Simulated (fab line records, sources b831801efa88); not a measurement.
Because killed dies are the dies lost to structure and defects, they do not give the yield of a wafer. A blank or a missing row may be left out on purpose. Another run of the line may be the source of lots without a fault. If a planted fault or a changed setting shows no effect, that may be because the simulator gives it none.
A struck lot beside a sound one + flow sky130 + 15 out of 708 route steps
Sound: wafers L258.1, L258.3, L258.6. Struck: wafers L254.1, L254.2, L254.4. The cause is given at the end.
For every step that has rows: the tool of each side, followed by ch and its chambers, followed by its first start. Under that, the readings that differ: sound wafers + struck wafers + difference of the means + sigmas: that difference in standard deviations of wafers without a fault.
alike: same words and numbers on both sides, and readings whose means sit less than 2 such deviations apart. not compared: any withheld reading, any reading some wafer has no value for, any bound like >300 that may hide the same value, and any number with overlapping values for which the record gives no deviation.
A row with sigmas, a row that says differs or no value, or rows on one side alone: a step with any of these is where the two part. Numbers that don't overlap but have no deviation are shown without sigmas and don't part them. A reading missing from all wafers of one side parts the sides only when that side holds two or more wafers.

first, 4 steps without rows for these wafers: SKY_VIA2_SOFTBAKE_08 (time 90 s); SKY_VIA2_EXPOSE_09 (exposes mask VIM2, target cd 200 nm); SKY_VIA2_PEB_10; SKY_VIA2_DEVELOP_11 (develop time 60 s).
SKY_VIA2_CD_MEAS_12: target cd 200 nm.
  sound on cdSem-02 at day 41 13:20; struck on cdSem-02 at day 40 08:58
  alike: cdNm
SKY_VIA2_OVL_MEAS_13:
  sound on overlay-01 at day 41 13:27; struck on overlay-02 at day 40 09:05
  alike: VIA2_OVL
SKY_VIA2_ETCH_14: etches BARC in N2/H2, stops on SiO2, time 45.9 s, target depth 60 nm.
  sound on rieDiel-04 ch 0,3, day 41 13:29; struck on rieDiel-02 ch 0,2, day 40 09:07
  alike: drypumpMotorCurrentA, oesProductAu, throttleValvePct
  not compared: rfHoursCounterH
SKY_VIA2_ETCH_15: etches SiO2 in C4F8/O2/Ar, stops on TiN, target depth 546 nm, time 84 s.
  sound on rieDiel-04 ch 0,3, day 41 13:32; struck on rieDiel-02 ch 0,2, day 40 09:10
  alike: oesProductAu
  not compared: rfHoursCounterH
SKY_VIA2_STRIP_16: strips in O2/N2.
  sound on plasmaAsher-01 ch 1, day 41 13:36; struck on plasmaAsher-01 ch 0,1, day 40 09:13
  alike: drypumpMotorCurrentA, oesProductAu, stripTimeToEndpointS
  not compared: rfHoursCounterH
then, 3 steps without rows for these wafers: SKY_VIA2_STRIP_17 (strips in post etch residue remover, time 1200 s); SKY_VIA2_CLEAN_18 (cleans in IPA, time 180 s); SKY_VIA2_CLEAN_19 (cleans in O3/DIW).
SKY_VIA2_SPUTTER_20: material TiN, target thk 20 nm, time 80 s.
  sound on pvdSputter-03 at day 41 14:17; struck on pvdSputter-02 at day 40 09:52
| reading                                 | sound                | struck               | difference | sigmas      |
|-----------------------------------------|----------------------|----------------------|------------|-------------|
| cathodeDcPowerW (W)                     | 4000.5 4000.8 3999.8 | 3627.1 3625.2 3626.6 | -374.1     | -99 or more |
| model.TiN_of_VIA2_SPUTTER_20.thkNm (nm) | 19.97 19.9 19.8      | 18.5 18.11 18.51     | -1.5       |             |
  alike: throttleValvePct
SKY_VIA2_CVD_21: deposits W, target thk 420 nm, time 126.4 s.
  sound on cvdW-01 ch 0,1, day 41 14:21; struck on cvdW-01 ch 0,1, day 40 09:55
  alike: heaterPowerW
SKY_PAD_OPEN_PROBE_99:
  rows exist in the record for the sound wafers here (prober-01, day 49 22:28), none for the struck ones

== WHERE THEY PART ==
Earliest at SKY_VIA2_SPUTTER_20; latest, in this record, at SKY_PAD_OPEN_PROBE_99.

WHY: whatever the simulator had introduced
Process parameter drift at SKY_VIA2_SPUTTER_20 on pvdSputter-02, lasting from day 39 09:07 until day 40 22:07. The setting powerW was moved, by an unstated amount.
